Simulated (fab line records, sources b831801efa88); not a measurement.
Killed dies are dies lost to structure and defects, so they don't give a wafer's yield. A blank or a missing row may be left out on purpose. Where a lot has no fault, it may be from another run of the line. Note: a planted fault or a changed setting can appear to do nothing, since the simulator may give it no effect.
fab line records	flow sky130
record: lots: 13	wafers: 39	last-day: 50
route steps=708 shown FIELD_ISO@1 VT_ADJUST_PCH@150 SONOS_ONO@172
lots that met no fault: taken from a fault-free run of the same line
start-h: hours from the record's first day to the start of the lot's first wafer shown	wait-h: hours from the lot's prior step to this one	" identical to the entry in the row above	L1.1+2: one row covering several wafers at once	- no value, or no start given	* or withheld: withheld	< > ~ a bound
route shown NAME@n: NAME is a module with steps in the file, n the number in the route of the first one	usual: average and standard deviation across the fault-free wafers	same: alike in all rows	chamber/n: place in a boat	sites: per-site readings	_std_site: their standard deviation	_edge_site: outer sites' mean less inner sites'	radius-mm: how far each site lies from the wafer's centre	mask NAME#n: copy n	behind: the tool/chamber that last shaped the wafer	hold: what put the lot on hold/how long, in hours/how the hold closed	device: which transistor (n, p or np) failed to switch	end of line: the tests these same wafers got at the end of their route	a step given without rows: its recipe and nothing more	killed: dies lost to structure and defects at the first sort, not the wafer's yield	map: a wafer's dies, marking killed ones x, the rest . and places with no die _
set.NAME: the run value of the setting; set.NAME@STEP: its run value at that earlier step	model.NAME: the simulator's own value behind a step, which no gauge read
the route's steps for a sample of lots (tables are steps, rows are wafers)
services: when a tool's chamber went out of use (start-h, in hours from the record's first day, below 0 if earlier), for how many hours, and the reason
== steps ==
step: SKY_FIELD_ISO_BOW_MEAS_00
recipe: mode: bow
usual: INCOMING_BOW: 0/6.6
lot.wafer	tool	chamber	start-h	wait-h	INCOMING_BOW[um]
L696.2	film-metro-01	-	10.02	-	0
L696.4	"	-	"	"	-2
L696.6	"	-	"	"	2
L697.1	film-metro-02	-	15.00	-	7
L697.2	"	-	"	"	-8
L697.4	"	-	"	"	-8
L698.2	film-metro-01	-	20.02	-	-17
L698.3	"	-	"	"	4
L698.4	"	-	"	"	2
L701.4	film-metro-02	-	35.06	-	-10
L701.5	"	-	"	"	-3
L701.6	"	-	"	"	1
L702.1	film-metro-01	-	40.00	-	9
L702.2	"	-	"	"	-1
L702.5	"	-	"	"	4
L704.1	film-metro-02	-	50.00	-	3
L704.4	"	-	"	"	3
L704.6	"	-	"	"	3
L706.2	film-metro-04	-	60.02	-	4
L706.4	"	-	"	"	5
L706.6	"	-	"	"	-12
L708.2	film-metro-04	-	70.02	-	-6
L708.4	"	-	"	"	8
L708.6	"	-	"	"	5
L709.2	film-metro-01	-	75.02	-	1
L709.4	"	-	"	"	-12
L709.5	"	-	"	"	-2
L712.1	film-metro-02	-	90.00	-	7
L712.4	"	-	"	"	4
L712.6	"	-	"	"	12
L717.1	film-metro-01	-	115.00	-	-13
L717.2	"	-	"	"	-8
L717.5	"	-	"	"	2
L718.2	film-metro-01	-	120.02	-	-3
L718.4	"	-	"	"	-1
L718.5	"	-	"	"	-4
L719.2	film-metro-01	-	125.02	-	-6
L719.4	"	-	"	"	-7
L719.6	"	-	"	"	0
step: SKY_FIELD_ISO_THK_MEAS_02
recipe: reads: SiO2_of_FIELD_ISO_OXIDATION_01
usual: FIELD_ISO_OXIDATION_00_THK: 12.06/0.2
lot.wafer	tool	chamber	start-h	wait-h	FIELD_ISO_OXIDATION_00_THK[nm]
L696.2	film-metro-02	-	13.80	0.0	12.10
L696.4	"	-	"	"	12.33
L696.6	"	-	"	"	12.17
L697.1	film-metro-01	-	18.84	0.0	12.44
L697.2	"	-	"	"	12.32
L697.4	"	-	"	"	12.30
L698.2	film-metro-01	-	23.74	0.0	12.15
L698.3	"	-	"	"	12.15
L698.4	"	-	"	"	12.22
L701.4	film-metro-02	-	37.37	0.0	11.99
L701.5	"	-	"	"	12.12
L701.6	"	-	"	"	12.25
L702.1	film-metro-02	-	42.91	0.0	11.90
L702.2	"	-	"	"	12.11
L702.5	"	-	"	"	12.20
L704.1	film-metro-04	-	51.63	0.0	12.39
L704.4	"	-	"	"	12.26
L704.6	"	-	"	"	12.25
L706.2	film-metro-02	-	62.61	0.0	11.78
L706.4	"	-	"	"	11.74
L706.6	"	-	"	"	11.79
L708.2	film-metro-01	-	71.64	0.0	11.83
L708.4	"	-	"	"	11.84
L708.6	"	-	"	"	11.55
L709.2	film-metro-01	-	78.75	0.0	11.90
L709.4	"	-	"	"	12.07
L709.5	"	-	"	"	12.01
L712.1	film-metro-02	-	92.03	0.0	12.11
L712.4	"	-	"	"	11.84
L712.6	"	-	"	"	11.83
L717.1	film-metro-01	-	117.25	0.0	12.27
L717.2	"	-	"	"	12.40
L717.5	"	-	"	"	12.27
L718.2	film-metro-04	-	123.11	0.0	11.99
L718.4	"	-	"	"	12.07
L718.5	"	-	"	"	12.12
L719.2	film-metro-04	-	127.49	0.0	11.96
L719.4	"	-	"	"	12.10
L719.6	"	-	"	"	12.15
step: SKY_VT_ADJUST_PCH_OVL_MEAS_07
usual: VT_ADJUST_PCH_OVL: -0.5/1.2
lot.wafer	tool	chamber	start-h	wait-h	VT_ADJUST_PCH_OVL[nm]
L696.2	overlay-02	-	226.22	-	-1.8
L696.4	"	-	"	"	-0.3
L696.6	"	-	"	"	-0.8
L697.1	overlay-02	-	235.38	-	-0.2
L697.2	"	-	"	"	0.3
L697.4	"	-	"	"	-1.9
L698.2	overlay-02	-	239.92	-	1.0
L698.3	"	-	"	"	1.9
L698.4	"	-	"	"	1.3
L701.4	overlay-01	-	263.40	-	-1.2
L701.5	"	-	"	"	-1.5
L701.6	"	-	"	"	-1.3
L702.1	overlay-01	-	267.68	-	-0.8
L702.2	"	-	"	"	-2.9
L702.5	"	-	"	"	-2.4
L704.1	overlay-02	-	285.27	-	-2.3
L704.4	"	-	"	"	-0.5
L704.6	"	-	"	"	0.0
L706.2	overlay-02	-	300.44	-	0.7
L706.4	"	-	"	"	-0.4
L706.6	"	-	"	"	-1.3
L708.2	overlay-01	-	314.29	-	-2.9
L708.4	"	-	"	"	-1.3
L708.6	"	-	"	"	-2.5
L709.2	overlay-02	-	328.72	-	0.8
L709.4	"	-	"	"	1.5
L709.5	"	-	"	"	-0.4
L712.1	overlay-02	-	343.96	-	-1.0
L712.4	"	-	"	"	-1.3
L712.6	"	-	"	"	-0.5
L717.1	overlay-01	-	384.36	-	-0.3
L717.2	"	-	"	"	-1.7
L717.5	"	-	"	"	-0.7
L718.2	overlay-02	-	395.64	-	-0.9
L718.4	"	-	"	"	2.3
L718.5	"	-	"	"	-2.1
L719.2	overlay-01	-	400.02	-	-1.3
L719.4	"	-	"	"	-2.1
L719.6	"	-	"	"	-2.9
step: SKY_SONOS_ONO_CVD_04
recipe: material: SiO2	precursor: SiH4/N2O	target-thk-nm: 5.7199	temp-c: 900	pressure-mtorr: 400
usual: pressure-mtorr: 400.2/0.81	zone-power-top-pct: 34.2/0.39
lot.wafer	tool	chamber	start-h	wait-h	pressure-mtorr	zone-power-top-pct
L696.2	lpcvd-03	0	258.29	0.0	401.0	34.5
L696.4	"	0	"	"	400.2	34.7
L696.6	"	0	"	"	399.9	34.1
L697.1	lpcvd-03	0	264.63	0.1	399.8	33.8
L697.2	"	0	"	"	400.3	34.9
L697.4	"	0	"	"	401.3	35.1
L698.2	lpcvd-03	1	268.89	0.0	399.6	34.4
L698.3	"	1	"	"	399.8	33.7
L698.4	"	1	"	"	400.6	33.4
L701.4	lpcvd-03	1	291.76	0.0	399.5	33.7
L701.5	"	1	"	"	399.9	34.4
L701.6	"	1	"	"	399.5	33.7
L702.1	lpcvd-03	1	297.16	0.1	400.7	34.7
L702.2	"	1	"	"	398.3	34.3
L702.5	"	1	"	"	400.4	33.6
L704.1	lpcvd-03	1	317.77	0.1	399.0	33.8
L704.4	"	1	"	"	399.7	34.4
L704.6	"	1	"	"	399.4	33.7
L706.2	lpcvd-03	1	331.57	0.0	400.1	34.1
L706.4	"	1	"	"	400.2	34.0
L706.6	"	1	"	"	399.1	34.0
L708.2	lpcvd-03	1	347.60	0.0	400.4	33.7
L708.4	"	1	"	"	400.6	33.7
L708.6	"	1	"	"	401.1	34.5
L709.2	lpcvd-03	1	360.41	0.0	399.9	34.3
L709.4	"	1	"	"	401.3	34.0
L709.5	"	1	"	"	399.6	33.4
L712.1	lpcvd-03	0	376.81	0.1	402.0	34.2
L712.4	"	0	"	"	400.6	34.1
L712.6	"	0	"	"	400.7	34.1
L717.1	lpcvd-03	0	418.07	0.1	400.4	34.3
L717.2	"	0	"	"	400.3	34.7
L717.5	"	0	"	"	400.9	33.9
L718.2	lpcvd-03	0	429.66	0.0	400.0	33.9
L718.4	"	0	"	"	402.1	34.3
L718.5	"	0	"	"	401.4	34.0
L719.2	lpcvd-03	0	434.61	0.0	399.7	34.7
L719.4	"	0	"	"	399.8	34.6
L719.6	"	0	"	"	400.8	34.6
step: SKY_SONOS_ONO_THK_MEAS_05
recipe: reads: SiO2_of_SONOS_ONO_CVD_04
usual: SONOS_ONO_CVD_04_THK: 5.77/0.11
lot.wafer	tool	chamber	start-h	wait-h	SONOS_ONO_CVD_04_THK[nm]
L696.2	film-metro-04	-	259.55	0.0	5.63
L696.4	"	-	"	"	5.58
L696.6	"	-	"	"	5.63
L697.1	film-metro-01	-	265.88	0.0	5.73
L697.2	"	-	"	"	5.85
L697.4	"	-	"	"	5.82
L698.2	film-metro-02	-	270.15	0.0	5.84
L698.3	"	-	"	"	5.78
L698.4	"	-	"	"	5.80
L701.4	film-metro-01	-	293.04	0.0	5.83
L701.5	"	-	"	"	5.73
L701.6	"	-	"	"	5.86
L702.1	film-metro-01	-	298.41	0.0	5.60
L702.2	"	-	"	"	5.73
L702.5	"	-	"	"	5.69
L704.1	film-metro-02	-	319.02	0.0	5.72
L704.4	"	-	"	"	5.71
L704.6	"	-	"	"	5.58
L706.2	film-metro-01	-	332.83	0.0	6.02
L706.4	"	-	"	"	6.00
L706.6	"	-	"	"	5.90
L708.2	film-metro-01	-	349.48	0.0	5.85
L708.4	"	-	"	"	5.89
L708.6	"	-	"	"	5.76
L709.2	film-metro-02	-	361.67	0.0	5.88
L709.4	"	-	"	"	5.74
L709.5	"	-	"	"	5.79
L712.1	film-metro-01	-	378.09	0.0	5.69
L712.4	"	-	"	"	5.67
L712.6	"	-	"	"	5.62
L717.1	film-metro-04	-	419.32	0.0	6.75
L717.2	"	-	"	"	6.76
L717.5	"	-	"	"	6.84
L718.2	film-metro-02	-	431.55	0.0	6.96
L718.4	"	-	"	"	6.78
L718.5	"	-	"	"	6.72
L719.2	film-metro-04	-	435.87	0.0	6.84
L719.4	"	-	"	"	6.74
L719.6	"	-	"	"	6.75
== services ==
tool	chamber	start-h	hours	kind
lpcvd-03	-	252.19	2.0	repair
lpcvd-03	-	369.86	0.9	repair
== key ==
first-sign: step: SKY_SONOS_ONO_THK_MEAS_05	reading: SONOS_ONO_CVD_04_THK	direction: up	sigmas: 8.9	usual: 5.77	struck: 6.79
effect none on later readings
met-at SKY_SONOS_ONO_CVD_04
struck-lots L717,L718,L719
struck-wafers L717.1,L717.2,L717.5,L718.2,L718.4,L718.5,L719.2,L719.4,L719.6
tester-left-out L717,L718,L719
not-acting-at SKY_FIELD_ISO_BOW_MEAS_00,SKY_FIELD_ISO_THK_MEAS_02,SKY_VT_ADJUST_PCH_OVL_MEAS_07
onset-between 376.81 418.07
also-fits time
fault: kind: process-parameter-drift	tool: lpcvd-03	chamber: 0	onset-h: 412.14	steps: SKY_SONOS_ONO_CVD_04	channel: target-thk-nm	offset: 1.0185	shape: step	end-h: 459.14	stated: 5.7199
tester-left-out: of these lots the tester's yield and bins aren't shown, on N5 and GAA mostly nor the transistor test; their killed dies are dies lost to structure and defects alone, not to doping, threshold or leakage, so they don't give the yield
